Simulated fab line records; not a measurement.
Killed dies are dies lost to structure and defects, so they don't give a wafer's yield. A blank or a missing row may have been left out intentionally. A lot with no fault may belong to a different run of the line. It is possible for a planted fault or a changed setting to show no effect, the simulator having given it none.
fab line records    flow sky130
[record] lots = 14  wafers = 42  lastDay = 50
route steps=708 shown SONOS_TUNNEL@162 SONOS_ONO@169 LDD_LDN@297 METAL1@439
lots that met no fault: from a run of the same line without faults
startH: start of the lot's first displayed wafer, in hours after the record's first day    waitH: hours since the lot's step before    " identical to the entry in the row above    L1.1+2: several wafers, shown together as one row    - value missing, or start not given    * or withheld: withheld    < > ~ a bound
route shown NAME@n: names a module that has steps shown in the file, with the first one's number in the route    usual: mean and standard deviation over wafers with no fault    same: alike in all rows    chamber/n: place in a boat    sites: each site's reading    _std_site: their standard deviation    _edge_site: the outer-site mean with the inner-site mean subtracted    radiusMm: how far each site lies from the wafer's centre    mask NAME#n: copy n    behind: the last tool/chamber to shape the wafer    hold: the reason the lot was held/the length of the hold in hours/how it ended    device: whichever transistor did not switch (one of n, p or np)    end of line: at the end of the route, the tests of the same wafers    for a step that has no rows: nothing shown but its recipe    killed: count of dies lost to structure and defects at first sort (not the wafer's yield)    map: the dies of a wafer, with x for killed, . for not killed, _ for no die there
set.NAME: setting as actually run; set.NAME@STEP: the setting as run at that earlier step    model.NAME: the simulator's own value behind a step, which no gauge read
a sample of lots followed through the steps of the route, with each step as a table and each wafer as a row
services: a tool's chamber out of use, with start hour (startH, from the record's first day; less than 0 if before it), hours out, and reason
[[steps]]
[step SKY_SONOS_TUNNEL_OVL_MEAS_08]
[usual] SONOS_TUNNEL_OVL = -0.4/1.1
lot.wafer  tool        chamber  startH  waitH  SONOS_TUNNEL_OVL[nm]
L525.1     overlay-02  -        255.85  0.1    -1.3
L525.3     "           -        "       "      -0.8
L525.6     "           -        "       "      -0.7
L526.2     overlay-02  -        259.06  0.1    -1.1
L526.5     "           -        "       "      -0.8
L526.6     "           -        "       "      -1.0
L528.1     overlay-01  -        271.80  0.1    0.6
L528.4     "           -        "       "      2.3
L528.5     "           -        "       "      2.1
L532.1     overlay-01  -        303.45  0.1    1.5
L532.2     "           -        "       "      0.0
L532.3     "           -        "       "      0.3
L533.2     overlay-02  -        312.11  0.1    -1.1
L533.5     "           -        "       "      -0.7
L533.6     "           -        "       "      0.6
L535.2     overlay-01  -        330.06  0.1    -1.2
L535.5     "           -        "       "      -1.4
L535.6     "           -        "       "      0.4
L536.4     overlay-01  -        337.72  0.1    0.5
L536.5     "           -        "       "      -0.7
L536.6     "           -        "       "      1.5
L537.3     overlay-02  -        341.57  0.1    -2.0
L537.4     "           -        "       "      -0.2
L537.5     "           -        "       "      -2.9
L538.2     overlay-02  -        353.15  0.1    0.8
L538.4     "           -        "       "      -1.6
L538.6     "           -        "       "      -1.4
L544.3     overlay-02  -        408.61  0.1    -1.6
L544.5     "           -        "       "      -0.6
L544.6     "           -        "       "      -2.6
L545.3     overlay-02  -        414.71  0.1    -1.5
L545.4     "           -        "       "      -1.9
L545.6     "           -        "       "      -0.3
L546.1     overlay-02  -        416.25  0.1    -1.4
L546.2     "           -        "       "      -0.4
L546.6     "           -        "       "      -0.9
L547.1     overlay-02  -        424.95  0.1    1.1
L547.4     "           -        "       "      1.8
L547.6     "           -        "       "      1.1
L548.3     overlay-02  -        463.39  0.1    0.0
L548.5     "           -        "       "      1.0
L548.6     "           -        "       "      -1.4
[step SKY_SONOS_ONO_THK_MEAS_01]
[recipe] reads = SiO2_of_SONOS_ONO_OXIDATION_00
[usual] SONOS_ONO_OXIDATION_THK = 2.60/0.05
lot.wafer  tool          chamber  startH  waitH  SONOS_ONO_OXIDATION_THK[nm]
L525.1     filmMetro-04  -        259.02  0.0    2.65
L525.3     "             -        "       "      2.59
L525.6     "             -        "       "      2.63
L526.2     filmMetro-04  -        262.54  0.0    2.60
L526.5     "             -        "       "      2.66
L526.6     "             -        "       "      2.67
L528.1     filmMetro-03  -        274.66  0.0    2.66
L528.4     "             -        "       "      2.51
L528.5     "             -        "       "      2.65
L532.1     filmMetro-03  -        306.25  0.0    2.58
L532.2     "             -        "       "      2.53
L532.3     "             -        "       "      2.53
L533.2     filmMetro-03  -        314.29  0.0    2.65
L533.5     "             -        "       "      2.65
L533.6     "             -        "       "      2.60
L535.2     filmMetro-03  -        333.50  0.0    2.60
L535.5     "             -        "       "      2.58
L535.6     "             -        "       "      2.56
L536.4     filmMetro-03  -        339.72  0.0    2.61
L536.5     "             -        "       "      2.64
L536.6     "             -        "       "      2.62
L537.3     filmMetro-02  -        343.44  0.0    2.61
L537.4     "             -        "       "      2.65
L537.5     "             -        "       "      2.63
L538.2     filmMetro-02  -        355.91  0.0    2.60
L538.4     "             -        "       "      2.65
L538.6     "             -        "       "      2.56
L544.3     filmMetro-04  -        413.15  0.0    2.67
L544.5     "             -        "       "      2.69
L544.6     "             -        "       "      2.66
L545.3     filmMetro-03  -        418.00  0.0    2.59
L545.4     "             -        "       "      2.60
L545.6     "             -        "       "      2.59
L546.1     filmMetro-04  -        420.41  0.0    2.70
L546.2     "             -        "       "      2.70
L546.6     "             -        "       "      2.64
L547.1     filmMetro-02  -        428.65  0.0    2.59
L547.4     "             -        "       "      2.63
L547.6     "             -        "       "      2.52
L548.3     filmMetro-03  -        465.27  0.0    2.67
L548.5     "             -        "       "      2.61
L548.6     "             -        "       "      2.61
[step SKY_LDD_LDN_IMPLANT_08]
[recipe] species = As  energyKev = 15  doseCm2 = 1.25e+13  tiltDeg = withheld  rotationDeg = 23
[usual] beamEnergyKeV = 15.000/0.0044  beamOnS = 10.02/0.2  doseIonsCm2 = 1.2499e+13/1.3e+10  endStationPressureTorr = 5.04e-06/2.9e-07
lot.wafer  tool          chamber  startH  waitH  beamEnergyKeV  beamOnS  doseIonsCm2  endStationPressureTorr
L525.1     implanter-01  0        530.41  0.0    15.002         9.69     1.252e+13    5.03e-06
L525.3     "             0        "       "      15.000         9.76     1.2481e+13   5.2e-06
L525.6     "             0        "       "      14.998         9.93     1.2513e+13   5.46e-06
L526.2     implanter-01  0        536.99  0.0    14.997         9.54     1.25e+13     5.59e-06
L526.5     "             0        "       "      14.997         10.16    1.2514e+13   4.96e-06
L526.6     "             0        "       "      15.004         10.02    1.2522e+13   5.15e-06
L528.1     implanter-04  0        547.57  0.0    14.997         10.14    1.2493e+13   4.98e-06
L528.4     "             0        "       "      15.004         10.16    1.2506e+13   4.92e-06
L528.5     "             0        "       "      14.991         10.18    1.2499e+13   4.77e-06
L532.1     implanter-02  0        590.21  0.0    15.000         9.88     1.2497e+13   5.24e-06
L532.2     "             0        "       "      15.003         10.14    1.2537e+13   5.51e-06
L532.3     "             0        "       "      15.002         10.26    1.2507e+13   5.01e-06
L533.2     implanter-02  0        598.70  0.0    15.001         10.06    1.2488e+13   5.73e-06
L533.5     "             0        "       "      15.007         9.91     1.2487e+13   4.86e-06
L533.6     "             0        "       "      15.008         10.25    1.2487e+13   5.01e-06
L535.2     implanter-01  0        614.49  0.0    14.991         9.80     1.2486e+13   5.22e-06
L535.5     "             0        "       "      14.998         10.37    1.2493e+13   5.05e-06
L535.6     "             0        "       "      14.996         9.80     1.249e+13    4.76e-06
L536.4     implanter-04  -        621.84  0.1    -              -        -            -
L536.5     "             -        "       "      -              -        -            -
L536.6     "             -        "       "      -              -        -            -
L537.3     implanter-04  -        627.21  0.1    -              -        -            -
L537.4     "             -        "       "      -              -        -            -
L537.5     "             -        "       "      -              -        -            -
L538.2     implanter-02  0        639.80  0.0    14.991         9.85     1.249e+13    4.64e-06
L538.4     "             0        "       "      15.000         10.04    1.2494e+13   5.11e-06
L538.6     "             0        "       "      14.997         9.93     1.252e+13    4.71e-06
L544.3     implanter-04  0        693.78  0.1    14.998         9.85     1.2505e+13   4.95e-06
L544.5     "             0        "       "      15.002         10.14    1.2509e+13   5.54e-06
L544.6     "             0        "       "      15.000         9.95     1.2506e+13   4.53e-06
L545.3     implanter-02  0        698.08  0.1    14.999         9.97     1.2486e+13   5.46e-06
L545.4     "             0        "       "      15.000         9.94     1.2494e+13   4.93e-06
L545.6     "             0        "       "      14.995         9.91     1.25e+13     5e-06
L546.1     implanter-01  0        716.78  0.0    14.998         9.97     1.2501e+13   4.94e-06
L546.2     "             0        "       "      15.004         9.90     1.2499e+13   5.03e-06
L546.6     "             0        "       "      15.001         10.15    1.2496e+13   5.03e-06
L547.1     implanter-01  0        717.82  0.0    15.000         9.90     1.2509e+13   5.39e-06
L547.4     "             0        "       "      14.996         9.84     1.2487e+13   4.99e-06
L547.6     "             0        "       "      15.000         10.26    1.247e+13    5.43e-06
L548.3     implanter-01  0        737.21  0.1    14.999         10.10    1.2482e+13   5.05e-06
L548.5     "             0        "       "      15.001         10.06    1.25e+13     5.08e-06
L548.6     "             0        "       "      15.000         9.98     1.2479e+13   4.57e-06
[step SKY_LDD_LDN_TW_MEAS_13]
[usual] LDD_LDN_TW = 1481/15
lot.wafer  tool          chamber  startH  waitH  hold                     LDD_LDN_TW
L525.1     filmMetro-04  -        531.11  0.1    -                        1485
L525.3     "             -        "       "      -                        1485
L525.6     "             -        "       "      -                        1487
L526.2     filmMetro-04  -        537.67  0.1    -                        1481
L526.5     "             -        "       "      -                        1482
L526.6     "             -        "       "      -                        1481
L528.1     filmMetro-04  -        548.27  0.1    -                        1483
L528.4     "             -        "       "      -                        1486
L528.5     "             -        "       "      -                        1481
L532.1     filmMetro-04  -        590.91  0.1    -                        1485
L532.2     "             -        "       "      -                        1489
L532.3     "             -        "       "      -                        1492
L533.2     filmMetro-04  -        599.39  0.1    -                        1486
L533.5     "             -        "       "      -                        1484
L533.6     "             -        "       "      -                        1490
L535.2     filmMetro-04  -        615.18  0.1    -                        1494
L535.5     "             -        "       "      -                        1475
L535.6     "             -        "       "      -                        1483
L536.4     filmMetro-03  -        622.50  0.1    awaitDispo/0.2h/release  1340
L536.5     "             -        "       "      awaitDispo/0.2h/release  1341
L536.6     "             -        "       "      awaitDispo/0.2h/release  1346
L536.4     filmMetro-03  -        622.72  0.2    -                        1339
L536.5     "             -        "       "      -                        1347
L536.6     "             -        "       "      -                        1339
L537.3     filmMetro-02  -        627.88  0.1    awaitDispo/0.2h/release  1367
L537.4     "             -        "       "      awaitDispo/0.2h/release  1364
L537.5     "             -        "       "      awaitDispo/0.2h/release  1375
L537.3     filmMetro-02  -        628.11  0.2    -                        1378
L537.4     "             -        "       "      -                        1368
L537.5     "             -        "       "      -                        1367
L538.2     filmMetro-02  -        640.49  0.1    -                        1490
L538.4     "             -        "       "      -                        1491
L538.6     "             -        "       "      -                        1488
L544.3     filmMetro-04  -        694.45  0.1    -                        1479
L544.5     "             -        "       "      -                        1488
L544.6     "             -        "       "      -                        1475
L545.3     filmMetro-03  -        698.75  0.1    -                        1454
L545.4     "             -        "       "      -                        1458
L545.6     "             -        "       "      -                        1459
L546.1     filmMetro-02  -        717.48  0.1    -                        1493
L546.2     "             -        "       "      -                        1491
L546.6     "             -        "       "      -                        1497
L547.1     filmMetro-03  -        718.52  0.1    -                        1459
L547.4     "             -        "       "      -                        1456
L547.6     "             -        "       "      -                        1460
L548.3     filmMetro-02  -        737.88  0.1    -                        1485
L548.5     "             -        "       "      -                        1481
L548.6     "             -        "       "      -                        1490
[step SKY_METAL1_RS_MEAS_05]
[recipe] thkMeasGauge = four-point-probe  reads = TiN_of_METAL1_SPUTTER_04+Ti_of_METAL1_SPUTTER_03+AlCu_of_METAL1_SPUTTER_02+TiN_of_METAL1_SPUTTER_01+Ti_of_METAL1_SPUTTER_00
[usual] METAL1_ALCU_RS = 0.1271/0.0015
lot.wafer  tool          chamber  startH  waitH  METAL1_ALCU_RS[ohm/sq]
L525.1     filmMetro-01  -        752.51  0.0    0.1275
L525.3     "             -        "       "      0.1263
L525.6     "             -        "       "      0.1263
L526.2     filmMetro-01  -        753.29  0.0    0.1261
L526.5     "             -        "       "      0.1267
L526.6     "             -        "       "      0.1258
L528.1     filmMetro-04  -        756.72  0.0    0.1272
L528.4     "             -        "       "      0.1251
L528.5     "             -        "       "      0.1266
L532.1     filmMetro-02  -        793.53  0.0    0.1263
L532.2     "             -        "       "      0.1248
L532.3     "             -        "       "      0.1257
L533.2     filmMetro-04  -        802.10  0.0    0.1276
L533.5     "             -        "       "      0.1274
L533.6     "             -        "       "      0.1281
L535.2     filmMetro-01  -        816.63  0.0    0.1302
L535.5     "             -        "       "      0.1306
L535.6     "             -        "       "      0.1289
L538.2     filmMetro-01  -        842.22  0.0    0.1280
L538.4     "             -        "       "      0.1290
L538.6     "             -        "       "      0.1287
L544.3     filmMetro-04  -        887.74  0.1    0.1276
L544.5     "             -        "       "      0.1277
L544.6     "             -        "       "      0.1275
L545.3     filmMetro-04  -        895.52  0.1    0.1264
L545.4     "             -        "       "      0.1251
L545.6     "             -        "       "      0.1256
L546.1     filmMetro-01  -        910.11  0.0    0.1274
L546.2     "             -        "       "      0.1291
L546.6     "             -        "       "      0.1285
L547.1     filmMetro-02  -        911.66  0.0    0.1258
L547.4     "             -        "       "      0.1257
L547.6     "             -        "       "      0.1265
L548.3     filmMetro-02  -        927.49  0.1    0.1268
L548.5     "             -        "       "      0.1278
L548.6     "             -        "       "      0.1280
[[services]]
tool          chamber  startH  hours  kind
implanter-01  -        532.23  4.0    repair
implanter-02  -        541.21  40.7   pm
implanter-02  -        581.87  4.3    pm
implanter-04  -        589.46  1.2    repair
implanter-02  -        620.76  2.2    repair
implanter-04  -        652.78  1.5    repair
implanter-04  -        655.35  3.2    pm
implanter-02  -        660.29  13.7   repair
implanter-01  -        669.43  3.3    pm
implanter-04  -        715.93  23.7   pm
[[key]]
[firstSign] step = SKY_LDD_LDN_IMPLANT_08  reading = toolRecord  direction = missing
[effect] step = SKY_LDD_LDN_TW_MEAS_13  reading = visit  direction = added
[effect] step = SKY_LDD_LDN_TW_MEAS_13  reading = LDD_LDN_TW  direction = down  sigmas = 8.4  usual = 1481  struck = 1356
metAt SKY_LDD_LDN_IMPLANT_08
struckLots L536,L537
laterRowsLeftOut L536.4,L536.5,L536.6,L537.3,L537.4,L537.5
sortLeftOut L536.4,L536.5,L536.6,L537.3,L537.4,L537.5
testerLeftOut L536,L537
notActingAt SKY_SONOS_TUNNEL_OVL_MEAS_08,SKY_SONOS_ONO_THK_MEAS_01,SKY_METAL1_RS_MEAS_05
onsetBetween 547.57 621.84
[fault] kind = skippedStepWhole  tool = implanter-04  chamber = -  onsetH = 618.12  steps = SKY_LDD_LDN_IMPLANT_08  scope = struckLotsOnly
// testerLeftOut: of these lots the tester's yield and bins aren't shown, on N5 and GAA mostly nor the transistor test; their killed dies are dies lost to structure and defects alone, not to doping, threshold or leakage, so they don't give the yield
// sortLeftOut: the simulated sort isn't trusted on such a fault, so these wafers' sort isn't shown, and their yield isn't known
// laterRowsLeftOut: the simulator's readings of these wafers behind a module that went badly wrong aren't trusted and aren't shown, but for the sort
